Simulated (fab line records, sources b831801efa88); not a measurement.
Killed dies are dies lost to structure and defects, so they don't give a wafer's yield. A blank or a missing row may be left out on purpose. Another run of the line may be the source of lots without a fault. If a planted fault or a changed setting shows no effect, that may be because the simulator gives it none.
Split-lot experiment / flow sfqLine / route with 325 steps; 5 lots, 23 wafers read

THE SPLIT
At SFQ_TRILAYER_L0_LITHO_COAT_010 (resist thk 62 nm), the setting spinRpm was moved away from the recipe's 3000 rpm on 9 of the 23 wafers read, by -6.1% to +6.0%. This setting was run at the recipe's value on the other wafers.

Reading taken at the split's own step.

THE READING
BARC_of_TRILAYER_L0_LITHO_COAT_010.thkNm (the simulator's own value, which no gauge read), in nm, at SFQ_TRILAYER_L0_LITHO_COAT_010 (resist thk 62 nm). There is no usual value for it anywhere in the file. Average 61.95 nm, standard deviation 0.14 nm, over the 14 wafers here run with the recipe.

wafer=L074.1; tool, chamber at the split=lithoTrack-03, 0; spinRpm as run, rpm=3000; against the recipe=recipe; BARC_of_TRILAYER_L0_LITHO_COAT_010.thkNm, nm=62.13; against lot-mates on the recipe=-
wafer=L074.2; tool, chamber at the split=lithoTrack-03, 0; spinRpm as run, rpm=2816; against the recipe=-6.1%; BARC_of_TRILAYER_L0_LITHO_COAT_010.thkNm, nm=64.18; against lot-mates on the recipe=+2.08
wafer=L074.3; tool, chamber at the split=lithoTrack-03, 0; spinRpm as run, rpm=3000; against the recipe=recipe; BARC_of_TRILAYER_L0_LITHO_COAT_010.thkNm, nm=62.09; against lot-mates on the recipe=-
wafer=L074.4; tool, chamber at the split=lithoTrack-03, 0; spinRpm as run, rpm=3000; against the recipe=recipe; BARC_of_TRILAYER_L0_LITHO_COAT_010.thkNm, nm=62.08; against lot-mates on the recipe=-
wafer=L074.5; tool, chamber at the split=lithoTrack-03, 0; spinRpm as run, rpm=2816; against the recipe=-6.1%; BARC_of_TRILAYER_L0_LITHO_COAT_010.thkNm, nm=64.21; against lot-mates on the recipe=+2.11
wafer=L077.1; tool, chamber at the split=lithoTrack-04, 0; spinRpm as run, rpm=3000; against the recipe=recipe; BARC_of_TRILAYER_L0_LITHO_COAT_010.thkNm, nm=61.84; against lot-mates on the recipe=-
wafer=L077.4; tool, chamber at the split=lithoTrack-04, 0; spinRpm as run, rpm=3000; against the recipe=recipe; BARC_of_TRILAYER_L0_LITHO_COAT_010.thkNm, nm=61.95; against lot-mates on the recipe=-
wafer=L077.5; tool, chamber at the split=lithoTrack-04, 0; spinRpm as run, rpm=3000; against the recipe=recipe; BARC_of_TRILAYER_L0_LITHO_COAT_010.thkNm, nm=61.93; against lot-mates on the recipe=-
wafer=L082.1; tool, chamber at the split=lithoTrack-01, 0; spinRpm as run, rpm=2922; against the recipe=-2.6%; BARC_of_TRILAYER_L0_LITHO_COAT_010.thkNm, nm=62.77; against lot-mates on the recipe=+0.78
wafer=L082.2; tool, chamber at the split=lithoTrack-01, 0; spinRpm as run, rpm=2922; against the recipe=-2.6%; BARC_of_TRILAYER_L0_LITHO_COAT_010.thkNm, nm=62.75; against lot-mates on the recipe=+0.76
wafer=L082.3; tool, chamber at the split=lithoTrack-01, 0; spinRpm as run, rpm=3000; against the recipe=recipe; BARC_of_TRILAYER_L0_LITHO_COAT_010.thkNm, nm=61.94; against lot-mates on the recipe=-
wafer=L082.4; tool, chamber at the split=lithoTrack-01, 0; spinRpm as run, rpm=3000; against the recipe=recipe; BARC_of_TRILAYER_L0_LITHO_COAT_010.thkNm, nm=62.05; against lot-mates on the recipe=-
wafer=L082.5; tool, chamber at the split=lithoTrack-01, 0; spinRpm as run, rpm=2922; against the recipe=-2.6%; BARC_of_TRILAYER_L0_LITHO_COAT_010.thkNm, nm=62.55; against lot-mates on the recipe=+0.55
wafer=L084.1; tool, chamber at the split=lithoTrack-03, 0; spinRpm as run, rpm=3179; against the recipe=+6.0%; BARC_of_TRILAYER_L0_LITHO_COAT_010.thkNm, nm=60.13; against lot-mates on the recipe=-1.62
wafer=L084.3; tool, chamber at the split=lithoTrack-03, 0; spinRpm as run, rpm=3000; against the recipe=recipe; BARC_of_TRILAYER_L0_LITHO_COAT_010.thkNm, nm=61.81; against lot-mates on the recipe=-
wafer=L084.4; tool, chamber at the split=lithoTrack-03, 0; spinRpm as run, rpm=3179; against the recipe=+6.0%; BARC_of_TRILAYER_L0_LITHO_COAT_010.thkNm, nm=59.95; against lot-mates on the recipe=-1.80
wafer=L084.5; tool, chamber at the split=lithoTrack-03, 0; spinRpm as run, rpm=3000; against the recipe=recipe; BARC_of_TRILAYER_L0_LITHO_COAT_010.thkNm, nm=61.6; against lot-mates on the recipe=-
wafer=L084.6; tool, chamber at the split=lithoTrack-03, 0; spinRpm as run, rpm=3000; against the recipe=recipe; BARC_of_TRILAYER_L0_LITHO_COAT_010.thkNm, nm=61.84; against lot-mates on the recipe=-
wafer=L085.1; tool, chamber at the split=lithoTrack-04, 0; spinRpm as run, rpm=3000; against the recipe=recipe; BARC_of_TRILAYER_L0_LITHO_COAT_010.thkNm, nm=61.89; against lot-mates on the recipe=-
wafer=L085.2; tool, chamber at the split=lithoTrack-04, 0; spinRpm as run, rpm=3070; against the recipe=+2.3%; BARC_of_TRILAYER_L0_LITHO_COAT_010.thkNm, nm=61.18; against lot-mates on the recipe=-0.83
wafer=L085.3; tool, chamber at the split=lithoTrack-04, 0; spinRpm as run, rpm=3000; against the recipe=recipe; BARC_of_TRILAYER_L0_LITHO_COAT_010.thkNm, nm=62.04; against lot-mates on the recipe=-
wafer=L085.4; tool, chamber at the split=lithoTrack-04, 0; spinRpm as run, rpm=3070; against the recipe=+2.3%; BARC_of_TRILAYER_L0_LITHO_COAT_010.thkNm, nm=61.34; against lot-mates on the recipe=-0.67
wafer=L085.6; tool, chamber at the split=lithoTrack-04, 0; spinRpm as run, rpm=3000; against the recipe=recipe; BARC_of_TRILAYER_L0_LITHO_COAT_010.thkNm, nm=62.11; against lot-mates on the recipe=-

FIT RESULTS
A straight line over all 23 wafers: BARC_of_TRILAYER_L0_LITHO_COAT_010.thkNm changes by -0.334 nm for each +1% of spinRpm; r = -0.99; the points scatter about the line by 0.15 nm.
The same after taking each lot's own level away (the mean of its wafers on the recipe; 23 wafers): -0.31 nm for each +1%; r = -0.99; scatter 0.12 nm.
Per that fit: largest spinRpm move, reading shift of 1.9 nm.
From 61.750 to 62.100 nm: that is the span of the lots' own levels, equal to 2.5 times the standard deviation above.
So the lot-to-lot level changes the slope little: the two slopes agree.
Check: with one of the wafers moved furthest among these (-6.1%) left out of the fit, the line predicts +1.86 nm for it against its lot-mates. Against them it came out at +2.08 nm.

THE FILE'S OWN FIT
BARC_of_TRILAYER_L0_LITHO_COAT_010.thkNm changes by -0.312 nm for each +1% of spinRpm, r = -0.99.
